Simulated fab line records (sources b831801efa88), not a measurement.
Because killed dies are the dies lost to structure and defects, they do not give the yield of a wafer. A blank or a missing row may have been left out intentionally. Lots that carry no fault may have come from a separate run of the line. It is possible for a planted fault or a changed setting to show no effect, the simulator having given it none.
Comparing a struck lot with a sound one / flow sky130 / 15 steps out of a route of 708
Sound: the wafers L929.2, L929.4, L929.5. Wafers L942.1, L942.2, L942.6 were the ones struck. The cause is named last.
Per side, at each step with rows, come the tool, then ch with its chambers, and then its first start. Under that, the readings that differ: sound wafers / struck wafers / difference of the means / sigmas: that difference in standard deviations of wafers without a fault.
alike: a reading whose means differ by less than 2 such deviations, as well as words and numbers matching on both sides. not compared: withheld readings; readings where some wafer has no value; bounds like >300 that might hide an equal value; numbers whose values overlap and for which the record gives no deviation.
The two part at a step that has a row with sigmas, a row that says differs or no value, or rows on one side only. When numbers do not overlap yet have no deviation, they are printed without sigmas and do not part them. A reading missing from all wafers of one side parts the sides only when that side holds two or more wafers.

SKY_METAL4_METAL_ETCH_18: etches the open film in Cl2/BCl3, stops on SiO2, target depth 845 nm, time 183.1 s.
  sound on rieMetal-03 ch 0,1, day 43 16:16; struck on rieMetal-03 ch 0,1, day 46 17:31
  alike: bcl3FlowSccm, drypumpMotorCurrentA, heBacksideLeakSccm, oesProductAu, throttleValvePct
  not compared: rfHoursCounterH
SKY_METAL4_STRIP_19: strips in O2/N2.
  sound on plasmaAsher-04 ch 0,1, day 43 16:27; struck on plasmaAsher-04 ch 0,1, day 46 17:42
  alike: drypumpMotorCurrentA, o2FlowSccm, oesProductAu, stripTimeToEndpointS
  not compared: rfHoursCounterH
then, 4 steps without rows for these wafers: SKY_METAL4_STRIP_20 (strips in post etch residue remover, time 1200 s); SKY_METAL4_CLEAN_21 (cleans in IPA, time 180 s); SKY_METAL4_CLEAN_22 (cleans in O3/DIW); SKY_VIA4_HDPCVD_00 (deposits SiO2, target thk 1750 nm, time 291.7 s).
SKY_VIA4_THK_MEAS_01:
  sound on filmMetro-01, day 43 17:14; struck on filmMetro-01, day 46 18:31
  alike: VIA4_HDPCVD_THK
SKY_VIA4_CMP_02: polishes SiO2.
  sound on cmp-02 ch 1,2, day 43 17:17; struck on cmp-02 ch 1,2, day 46 18:38
  alike: headPressurePsi, motorCurrentA, slurryFilterDpKPa
SKY_VIA4_BOW_MEAS_03:
  sound on filmMetro-03, day 43 17:36; struck on filmMetro-04, day 46 18:53
  alike: VIA4_BOW
then, 3 steps without rows for these wafers: SKY_VIA4_DEHYDRATE_04 (time 60 s); SKY_VIA4_HMDS_05 (prime time 60 s); SKY_VIA4_COAT_06 (resist thk 1140 nm).
SKY_VIA4_SOFTBAKE_07: time 60 s.
  sound on lithoTrack-02 ch 0, day 44 04:37; struck on lithoTrack-02 ch 0, day 47 05:02
reading=runLengthS (s); sound=89.01 88.99 89.24; struck=105.23 105.10 105.19; difference=+16.09; sigmas=+99 or more
  alike: chillPlateTempC
then, 1 step without rows for these wafers: SKY_VIA4_EXPOSE_08 (exposes mask VIM4, target cd 800 nm).
-- the record jumps here: 3 days lie between the struck wafers' starts before and after (it left off in module VIA4 and takes up again in module PAD_OPEN, whose first step shown is number 708 of the route) --
SKY_PAD_OPEN_PROBE_99:
  sound on prober-01, day 47 13:02; struck on prober-01, day 50 04:08
  alike: defectLimitedYield, killed_at_M0_to_M3, killed_at_M4_up, killedAtContacts, killedAtFrontEnd, killedAtOther, killedDies, killedOnRim, killedOpen, killedShort, sort_bin_3_pad_short, sort_bin_5_function, sort_bin_6_memory, sortNPass, sortYieldPct

## WHERE THEY PART
At SKY_VIA4_SOFTBAKE_07 and nowhere else, as far as this record goes. Later steps at which nothing parts them and some readings are alike: SKY_PAD_OPEN_PROBE_99.

WHY: whatever the simulator had introduced
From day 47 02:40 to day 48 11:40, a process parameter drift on lithoTrack-02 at SKY_VIA4_SOFTBAKE_07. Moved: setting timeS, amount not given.
